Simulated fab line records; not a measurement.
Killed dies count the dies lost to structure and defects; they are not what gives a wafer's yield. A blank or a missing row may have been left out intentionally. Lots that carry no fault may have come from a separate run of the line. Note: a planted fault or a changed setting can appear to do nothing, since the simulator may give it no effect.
Check for tools in common	flow sky130	Sample size 11 lots and 33 wafers

THE REASON FOR OPENING IT
Of 11 lots, 4 have the reading PWDE_TW flagged at SKY_PWDE_TW_MEAS_10. No-fault wafers: 373.0, standard deviation 3.
Rule: a lot is flagged when every wafer of it that has a number lies more than 4 standard deviations from that mean, or none has a number. All remaining lots are regarded as sound.

lot	measured	on	PWDE_TW, wafer by wafer	flag
L491	day 4 05:38	film metro-01	376.4 376.1 375.0	
L492	day 4 13:05	film metro-02	367.3 367.9 368.1	
L493	day 4 16:05	film metro-02	372.4 371.1 372.2	
L494	day 4 20:17	film metro-04	375.7 378.2 376.5	
L495	day 4 23:28	film metro-04	376.0 376.2 377.0	
L496	day 5 08:05	film metro-01	377.4 376.2 375.5	
L497	day 5 23:49	film metro-04	374.5 376.2 376.4	
L498	day 6 10:28	film metro-02	715.2 713.0 711.7	FLAGGED
L499	day 6 10:51	film metro-02	706.4 709.8 710.0	FLAGGED
L500	day 6 19:34	film metro-01	712.2 713.4 713.7	FLAGGED
L501	day 6 20:34	film metro-04	711.2 709.4 712.4	FLAGGED
On average the flagged lots read 711.5, which is +338.5 against the usual, or +99 or more standard deviations.

EACH LOT AND THE TOOL IT RAN ON
2 process steps preceding the reading are held in the record, out of 708 steps in the route. Cell contents, in order: the tool; ch with the chambers the sampled wafers went through; the start.
lot	flag	SKY_FIELD_ISO_ETCH_15	SKY_PWDE_IMPLANT_08
L491		rie diel-04 ch 0,1, day 2 10:09	implanter-02 ch 0, day 4 05:25
L492		rie diel-02 ch 1,2,3, day 2 15:22	implanter-02 ch 0, day 4 12:50
L493		rie diel-02 ch 0,1,3, day 2 19:10	implanter-01 ch 0, day 4 15:50
L494		rie diel-04 ch 0,1,2, day 3 01:22	implanter-02 ch 0, day 4 20:02
L495		rie diel-01 ch 1,2,3, day 3 08:30	implanter-01 ch 0, day 4 23:13
L496		rie diel-01 ch 1,2, day 3 15:00	implanter-03 ch 0, day 5 07:50
L497		rie diel-02 ch 0,1,3, day 3 20:06	implanter-01 ch 0, day 5 23:35
L498	FLAGGED	rie diel-02 ch 1,3, day 4 01:10	implanter-02 ch 0, day 6 10:13
L499	FLAGGED	rie diel-04 ch 0,2,3, day 4 03:54	implanter-03 ch 0, day 6 10:39
L500	FLAGGED	rie diel-04 ch 2,3, day 4 08:42	implanter-02 ch 0, day 6 19:20
L501	FLAGGED	rie diel-02 ch 0,1,3, day 4 15:49	implanter-01 ch 0, day 6 20:20
These steps, and what they do:
- SKY_FIELD_ISO_ETCH_15: etches the open film in CHF3/O2, stops on Si, target depth 180 nm, time 72 s.
- SKY_PWDE_IMPLANT_08
- SKY_PWDE_TW_MEAS_10

FLAGGED AGAINST TOTAL, ONE TOOL AT A TIME (gauges that did the reading follow at the end)
step	tool	lots run	flagged	share of the flagged lots	sound lots run after its first flagged lot
SKY_FIELD_ISO_ETCH_15	rie diel-01	2	0	none	-
SKY_FIELD_ISO_ETCH_15	rie diel-02	5	2	some	0
SKY_FIELD_ISO_ETCH_15	rie diel-04	4	2	some	0
SKY_PWDE_IMPLANT_08	implanter-01	4	1	some	0
SKY_PWDE_IMPLANT_08	implanter-02	5	2	some	0
SKY_PWDE_IMPLANT_08	implanter-03	2	1	some	0
SKY_PWDE_TW_MEAS_10	film metro-01	3	1	some	0
SKY_PWDE_TW_MEAS_10	film metro-02	4	2	some	0
SKY_PWDE_TW_MEAS_10	film metro-04	4	1	some	0

THE TABLE: WHAT IT ALLOWS
No row of the table ran every flagged lot.

WHAT THE SIMULATOR HAD INSERTED
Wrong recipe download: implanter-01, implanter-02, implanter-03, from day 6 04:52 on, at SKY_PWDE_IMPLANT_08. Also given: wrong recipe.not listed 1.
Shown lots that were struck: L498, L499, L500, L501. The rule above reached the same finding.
